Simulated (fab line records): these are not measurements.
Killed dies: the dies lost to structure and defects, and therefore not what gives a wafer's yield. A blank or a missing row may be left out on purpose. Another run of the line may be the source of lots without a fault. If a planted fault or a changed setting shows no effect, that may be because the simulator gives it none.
A struck lot beside a sound one	flow sky130	16 out of 708 route steps
Sound: the wafers L914.3, L914.4, L914.5. Struck: wafer L924.6 (L924.1, L924.5, from the same lot, were not struck and are left out); the cause is given at the end.
Per side, at each step with rows, come the tool, then ch with its chambers, and then its first start. Under that, the readings that differ: sound wafers	struck wafers	difference of the means	sigmas: that difference in standard deviations of wafers without a fault.
alike: a reading whose means differ by less than 2 such deviations, as well as words and numbers matching on both sides. not compared: withheld readings; readings where some wafer has no value; bounds like >300 that might hide an equal value; numbers whose values overlap and for which the record gives no deviation.
The two part at a step that has a row with sigmas, a row that says differs or no value, or rows on one side only. Numbers that don't overlap but have no deviation are shown without sigmas and don't part them. A reading that every wafer of one side lacks parts them only if that side has two wafers or more.

first, 2 steps without rows for these wafers: SKY_VT_ADJUST_PCH_PEB_05; SKY_VT_ADJUST_PCH_DEVELOP_06 (develop time 60 s).
SKY_VT_ADJUST_PCH_OVL_MEAS_07:
  sound on overlay-02, day 11 20:41; struck on overlay-01, day 15 08:17
reading	sound	struck	difference	sigmas
VT_ADJUST_PCH_OVL (nm)	-2.2 -2.2 -1.5	1.3	+3.3	+3
after that, 1 step had no rows for these wafers: SKY_VT_ADJUST_PCH_IMPLANT_08.
SKY_VT_ADJUST_PCH_STRIP_09: strips in O2/N2.
  sound on plasma_asher-04 ch 0,1, day 11 20:53; struck on plasma_asher-01 ch 1, day 15 08:29
  alike: drypump_motor_current_A, n2_flow_sccm, oes_product_au, strip_time_to_endpoint_s
  not compared: rf_hours_counter_h
SKY_VT_ADJUST_PCH_TW_MEAS_10:
  sound on film_metro-02, day 11 20:58; struck on film_metro-04, day 15 08:35
  alike: VT_ADJUST_PCH_TW
then, 6 steps without rows for these wafers: SKY_SONOS_TUNNEL_DEHYDRATE_00 (time 60 s); SKY_SONOS_TUNNEL_HMDS_01 (prime time 60 s); SKY_SONOS_TUNNEL_COAT_02 (resist thk 1140 nm); SKY_SONOS_TUNNEL_SOFTBAKE_03 (time 60 s); SKY_SONOS_TUNNEL_EXPOSE_04 (exposes mask TUNM, target cd 410 nm); SKY_SONOS_TUNNEL_PEB_05.
SKY_SONOS_TUNNEL_DEVELOP_06: develop time 60 s.
  sound on litho_track-01 ch 0, day 13 04:42; struck on litho_track-02 ch 0, day 16 11:55
  alike: resist_line_temp_C
SKY_SONOS_TUNNEL_CD_MEAS_07: target cd 410 nm.
  sound on cd_sem-01, day 13 04:50; struck on cd_sem-02, day 16 12:04
reading	sound	struck	difference	sigmas
cd_nm (nm)	408.8 409.3 409.9	398.8	-10.5	-5
SKY_SONOS_TUNNEL_OVL_MEAS_08:
  sound on overlay-01, day 13 04:56; struck on overlay-02, day 16 12:11
reading	sound	struck	difference	sigmas
SONOS_TUNNEL_OVL (nm)	-2.1 -1.3 -2.6	1.3	+3.3	+3
-- a jump in the record: the struck wafers' starts before and after are 33 days apart (it breaks off in module SONOS_TUNNEL and resumes in module PAD_OPEN, where the first step shown is number 708 of the route) --
SKY_PAD_OPEN_PROBE_99:
  sound on prober-01, day 47 02:40; struck on prober-01, day 49 13:55
reading	sound	struck	difference	sigmas
killed_dies	85 93 105	69	-25	-3
killed_short	40 42 50	31	-13	-2
  alike: killed_at_M0_to_M3, killed_at_M4_up, killed_at_contacts, killed_at_front_end, killed_at_other, killed_open

WHERE THEY PART
At SKY_VT_ADJUST_PCH_OVL_MEAS_07 first; at SKY_PAD_OPEN_PROBE_99 last (within this record only).

WHY: what the simulator had put in
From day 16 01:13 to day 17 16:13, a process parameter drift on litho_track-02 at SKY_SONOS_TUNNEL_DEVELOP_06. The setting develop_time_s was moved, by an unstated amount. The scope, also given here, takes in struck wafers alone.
